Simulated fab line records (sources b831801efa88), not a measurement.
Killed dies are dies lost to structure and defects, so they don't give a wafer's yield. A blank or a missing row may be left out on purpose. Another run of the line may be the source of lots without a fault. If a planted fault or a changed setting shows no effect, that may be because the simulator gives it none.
Which tool did it? / flow sky130 / 11 lots, 33 wafers sampled, at 1 step of a route of 708

== WHAT THE GAUGES SHOWED, per wafer ==
SKY_METAL1_OVL_MEAS_16.
lot=L468; measured=day 33 17:11; on=overlay-01; METAL1_OVL (nm)=5 1 -2
lot=L469; measured=day 34 01:44; on=overlay-02; METAL1_OVL (nm)=-3 -1 -1
lot=L471; measured=day 34 23:02; on=overlay-01; METAL1_OVL (nm)=2 10 10
lot=L472; measured=day 35 07:02; on=overlay-01; METAL1_OVL (nm)=-1 -1 -1
lot=L473; measured=day 35 13:26; on=overlay-02; METAL1_OVL (nm)=-1 -2 0
lot=L475; measured=day 36 03:10; on=overlay-01; METAL1_OVL (nm)=4 4 4
lot=L476; measured=day 36 13:26; on=overlay-01; METAL1_OVL (nm)=9 0 4
lot=L477; measured=day 36 21:38; on=overlay-01; METAL1_OVL (nm)=6 0 9
lot=L478; measured=day 36 22:10; on=overlay-02; METAL1_OVL (nm)=-1 4 11
lot=L482; measured=day 38 06:38; on=overlay-02; METAL1_OVL (nm)=0 4 5
lot=L483; measured=day 38 12:14; on=overlay-02; METAL1_OVL (nm)=2 5 0

== TOOL THAT RAN EACH LOT (tool first, then ch and the chambers of the sampled wafers, then the start) ==
Before these readings, the record contains no process step.

== THE ANSWER, worked out from the rows above alone ==
Rule: what is usual is taken from the lots themselves. Put in order of their means at a reading, lots are off if they are a third of the lots or fewer, leave a main group of 4 or more, and stand apart from it by a gap of 3 or more times the standard deviation of the main group's means; of several such gaps the widest counts. A main group is skipped when, at the precision printed for the reading in the tables above, its means are all equal. A lot without any number at a reading at which 4 lots or more have one is off too. All remaining lots with rows at the step are treated as sound.
Across all readings shown, no lot is off: no conclusion can be drawn from this.

== WHAT WAS PUT IN BY THE SIMULATOR ==
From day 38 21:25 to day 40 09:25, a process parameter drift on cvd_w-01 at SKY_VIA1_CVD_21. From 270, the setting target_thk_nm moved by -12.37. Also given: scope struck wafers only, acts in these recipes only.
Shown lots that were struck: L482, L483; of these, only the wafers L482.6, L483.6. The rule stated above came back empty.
